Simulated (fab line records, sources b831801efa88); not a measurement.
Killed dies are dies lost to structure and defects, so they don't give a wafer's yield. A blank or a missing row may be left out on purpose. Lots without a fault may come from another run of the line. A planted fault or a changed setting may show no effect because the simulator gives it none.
fab line records | flow sky130
record lots=14 wafers=42 last_day=50
route steps=708 shown PWDE@84 VT_ADJUST_NCORE@126 SONOS_TUNNEL@158
lots that met no fault: from a run of the same line without faults
start_h: hours from the record's first day to the start of the lot's first wafer shown | wait_h: hours since the lot's step before | " the same as in the row above | L1.1+2: a row that stands for several wafers | - no value, or no start given | * or withheld: withheld | < > ~ a bound
route shown NAME@n: a module of which the file shows steps, and the number in the route of the first | usual: mean/standard deviation of fault-free wafers | same: alike in all rows | chamber/n: place in a boat | sites: the reading at each site | _std_site: their standard deviation | _edge_site: outer sites' mean less inner sites' | radius_mm: how far each site lies from the wafer's centre | mask NAME#n: copy n | behind: the tool/chamber that last shaped the wafer | hold: why the lot was held/for how many hours/how that ended | device: the transistor (n, p or np) that didn't switch | end of line: the same wafers' tests at the end of the route | a step without rows: its recipe alone | killed: dies lost to structure and defects at the first sort, not the wafer's yield | map: a wafer's dies, x killed, . not, _ none there
set.NAME: the setting as run; set.NAME@STEP: as run at that earlier step | model.NAME: the simulator's own value behind a step, which no gauge read
steps of the route over a sample of lots; a table a step, a row a wafer
services: from which hour (start_h, from the record's first day; less than 0 if before it) a tool's chamber was out of use, for how many hours, and why
## steps
# step SKY_NWELL_RS_MEAS_31
# recipe thk_meas_gauge=four-point-probe
# usual PWDE_RS=5280/19
# columns lot.wafer tool chamber start_h wait_h PWDE_RS[ohm/sq]
L762.1 film_metro-03 - 114.61 0.1 5274
L762.2 " - " " 5274
L762.4 " - " " 5283
L764.1 film_metro-03 - 122.76 0.1 5288
L764.4 " - " " 5267
L764.5 " - " " 5285
L763.3 film_metro-02 - 123.11 0.1 5263
L763.4 " - " " 5260
L763.6 " - " " 5276
L766.1 film_metro-03 - 136.77 0.1 5276
L766.2 " - " " 5292
L766.6 " - " " 5275
L767.3 film_metro-02 - 144.46 0.1 5246
L767.4 " - " " 5252
L767.6 " - " " 5255
L768.1 film_metro-03 - 147.41 0.1 5275
L768.3 " - " " 5257
L768.5 " - " " 5276
L776.1 film_metro-02 - 194.61 0.1 5288
L776.5 " - " " 5300
L776.6 " - " " 5286
L777.1 film_metro-03 - 199.01 0.1 5287
L777.3 " - " " 5301
L777.6 " - " " 5272
L779.1 film_metro-02 - 213.41 0.1 5302
L779.4 " - " " 5306
L779.5 " - " " 5309
L780.2 film_metro-03 - 219.44 0.1 5294
L780.5 " - " " 5281
L780.6 " - " " 5291
L781.1 film_metro-04 - 235.16 0.1 5276
L781.2 " - " " 5289
L781.6 " - " " 5287
L782.1 film_metro-03 - 251.16 0.1 5257
L782.4 " - " " 5248
L782.6 " - " " 5286
L783.2 film_metro-02 - 252.48 0.1 5299
L783.5 " - " " 5311
L783.6 " - " " 5290
L784.3 film_metro-02 - 255.26 0.1 5284
L784.5 " - " " 5292
L784.6 " - " " 5285
# step SKY_VT_ADJUST_NCORE_CD_MEAS_07
# recipe target_cd_nm=380
# usual cd_nm=379.9/2.9
# columns lot.wafer tool chamber start_h wait_h cd_nm
L762.1 cd_sem-01 - 191.43 0.1 376.8
L762.2 " - " " 378.9
L762.4 " - " " 378.9
L764.1 cd_sem-01 - 199.73 0.1 380.2
L764.4 " - " " 379.8
L764.5 " - " " 379.3
L763.3 cd_sem-02 - 200.37 0.1 381.9
L763.4 " - " " 383.0
L763.6 " - " " 383.6
L766.1 cd_sem-02 - 215.93 0.1 376.7
L766.2 " - " " 378.7
L766.6 " - " " 377.5
L767.3 cd_sem-01 - 226.72 0.1 380.8
L767.4 " - " " 381.4
L767.6 " - " " 381.3
L768.1 cd_sem-02 - 229.24 0.1 381.4
L768.3 " - " " 384.8
L768.5 " - " " 384.6
L776.1 cd_sem-02 - 283.33 0.1 381.4
L776.5 " - " " 379.9
L776.6 " - " " 381.2
L777.1 cd_sem-02 - 288.83 0.1 375.0
L777.3 " - " " 376.1
L777.6 " - " " 375.7
L779.1 cd_sem-01 - 305.13 0.1 381.2
L779.4 " - " " 381.6
L779.5 " - " " 380.2
L780.2 cd_sem-01 - 310.84 0.1 375.1
L780.5 " - " " 375.5
L780.6 " - " " 375.8
L781.1 cd_sem-02 - 328.97 0.1 380.3
L781.2 " - " " 379.0
L781.6 " - " " 379.5
L782.1 cd_sem-02 - 349.07 0.1 378.1
L782.4 " - " " 377.1
L782.6 " - " " 378.7
L783.2 cd_sem-02 - 350.41 0.1 374.3
L783.5 " - " " 374.0
L783.6 " - " " 373.8
L784.3 cd_sem-01 - 351.83 0.1 379.7
L784.5 " - " " 381.6
L784.6 " - " " 382.3
# step SKY_SONOS_TUNNEL_EXPOSE_04
# recipe mask_id=TUNM na=0.6 source_shape=conventional sigma_outer=0.6 polarization=unpolarized target_cd_nm=410 dose_mj=136
# usual exposure_dose_mJ_cm2=136.01/0.13 focus_offset_nm=0.0/0.56
# columns lot.wafer tool chamber start_h wait_h mask exposure_dose_mJ_cm2 focus_offset_nm
L762.1 iline_stepper-01 0 246.61 - TUNM#0 136.09 -0.2
L762.2 " 0 " " TUNM#0 136.12 -0.9
L762.4 " 0 " " TUNM#0 136.00 -0.1
L764.1 iline_stepper-02 0 256.21 - TUNM#0 136.07 -0.5
L764.4 " 0 " " TUNM#0 136.05 0.2
L764.5 " 0 " " TUNM#0 135.93 -0.2
L763.3 iline_stepper-01 0 256.50 - TUNM#0 136.22 -0.8
L763.4 " 0 " " TUNM#0 135.90 -0.8
L763.6 " 0 " " TUNM#0 136.09 -0.1
L766.1 iline_stepper-02 0 271.93 - TUNM#0 135.80 0.6
L766.2 " 0 " " TUNM#0 135.88 0.0
L766.6 " 0 " " TUNM#0 135.95 -0.5
L767.3 iline_stepper-02 - 282.42 - TUNM#0 - -
L767.4 " - " " TUNM#0 - -
L767.6 " - " " TUNM#0 - -
L768.1 iline_stepper-02 - 286.68 - TUNM#0 - -
L768.3 " - " " TUNM#0 - -
L768.5 " - " " TUNM#0 - -
L776.1 iline_stepper-01 0 347.96 - TUNM#0 135.94 0.0
L776.5 " 0 " " TUNM#0 135.90 0.2
L776.6 " 0 " " TUNM#0 136.10 1.1
L777.1 iline_stepper-02 0 352.96 - TUNM#0 135.90 0.6
L777.3 " 0 " " TUNM#0 136.00 0.8
L777.6 " 0 " " TUNM#0 136.12 -0.1
L779.1 iline_stepper-01 0 371.51 - TUNM#0 136.12 0.1
L779.4 " 0 " " TUNM#0 136.03 0.1
L779.5 " 0 " " TUNM#0 136.09 -0.2
L780.2 iline_stepper-02 0 377.63 - TUNM#0 136.00 -0.1
L780.5 " 0 " " TUNM#0 135.89 0.2
L780.6 " 0 " " TUNM#0 136.14 0.9
L781.1 iline_stepper-02 0 399.59 - TUNM#0 136.08 -0.7
L781.2 " 0 " " TUNM#0 136.06 0.2
L781.6 " 0 " " TUNM#0 135.83 -0.1
L782.1 iline_stepper-02 0 422.98 - TUNM#0 136.09 0.0
L782.4 " 0 " " TUNM#0 136.07 0.0
L782.6 " 0 " " TUNM#0 136.13 -0.7
L783.2 iline_stepper-02 0 424.51 - TUNM#0 135.88 -1.4
L783.5 " 0 " " TUNM#0 135.92 -0.2
L783.6 " 0 " " TUNM#0 136.09 -0.1
L784.3 iline_stepper-02 0 425.93 - TUNM#0 135.85 -0.1
L784.5 " 0 " " TUNM#0 136.01 0.7
L784.6 " 0 " " TUNM#0 136.06 0.0
# step SKY_SONOS_TUNNEL_CD_MEAS_07
# recipe target_cd_nm=410
# usual cd_nm=409.7/2.1
# columns lot.wafer tool chamber start_h wait_h cd_nm
L762.1 cd_sem-02 - 256.64 0.1 409.1
L762.2 " - " " 410.1
L762.4 " - " " 410.2
L764.1 cd_sem-02 - 267.14 0.1 407.0
L764.4 " - " " 407.8
L764.5 " - " " 407.9
L763.3 cd_sem-02 - 267.98 0.1 414.6
L763.4 " - " " 415.9
L763.6 " - " " 414.4
L766.1 cd_sem-01 - 283.98 0.1 409.0
L766.2 " - " " 409.9
L766.6 " - " " 411.6
L767.3 cd_sem-02 - 294.73 0.1 -
L767.4 " - " " -
L767.6 " - " " -
L768.1 cd_sem-01 - 298.78 0.1 -
L768.3 " - " " -
L768.5 " - " " -
L776.1 cd_sem-02 - 361.43 0.1 409.3
L776.5 " - " " 407.7
L776.6 " - " " 408.8
L777.1 cd_sem-02 - 365.84 0.1 407.7
L777.3 " - " " 405.2
L777.6 " - " " 408.3
L779.1 cd_sem-02 - 384.89 0.1 410.4
L779.4 " - " " 410.8
L779.5 " - " " 408.4
L780.2 cd_sem-02 - 392.46 0.1 411.1
L780.5 " - " " 412.4
L780.6 " - " " 412.7
L781.1 cd_sem-01 - 414.59 0.1 411.1
L781.2 " - " " 410.2
L781.6 " - " " 412.7
L782.1 cd_sem-01 - 437.94 0.1 407.4
L782.4 " - " " 406.3
L782.6 " - " " 409.6
L783.2 cd_sem-01 - 439.20 0.1 409.2
L783.5 " - " " 408.5
L783.6 " - " " 410.5
L784.3 cd_sem-01 - 440.52 0.1 411.6
L784.5 " - " " 412.0
L784.6 " - " " 410.3
## services
# columns tool chamber start_h hours kind
iline_stepper-01 - 249.81 1.7 pm
iline_stepper-02 - 275.03 1.7 pm
iline_stepper-01 - 275.53 27.0 repair
iline_stepper-01 - 307.24 0.7 repair
## key
first_sign step=SKY_SONOS_TUNNEL_EXPOSE_04 reading=tool_record direction=missing
effect none on later readings
met_at SKY_SONOS_TUNNEL_EXPOSE_04
struck_lots L767,L768
later_rows_left_out L767.3,L767.4,L767.6,L768.1,L768.3,L768.5
sort_left_out L767.3,L767.4,L767.6,L768.1,L768.3,L768.5
tester_left_out L767,L768
not_acting_at SKY_NWELL_RS_MEAS_31,SKY_VT_ADJUST_NCORE_CD_MEAS_07,SKY_SONOS_TUNNEL_CD_MEAS_07
onset_between 271.93 282.42
fault kind=skipped_step_whole tool=iline_stepper-02 chamber=- onset_h=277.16 steps=SKY_SONOS_TUNNEL_EXPOSE_04 scope=struck_lots_only
# tester_left_out: of these lots the tester's yield and bins aren't shown, on N5 and GAA mostly nor the transistor test; their killed dies are dies lost to structure and defects alone, not to doping, threshold or leakage, so they don't give the yield
# sort_left_out: the simulated sort isn't trusted on such a fault, so these wafers' sort isn't shown, and their yield isn't known
# later_rows_left_out: the simulator's readings of these wafers behind a module that went badly wrong aren't trusted and aren't shown, but for the sort
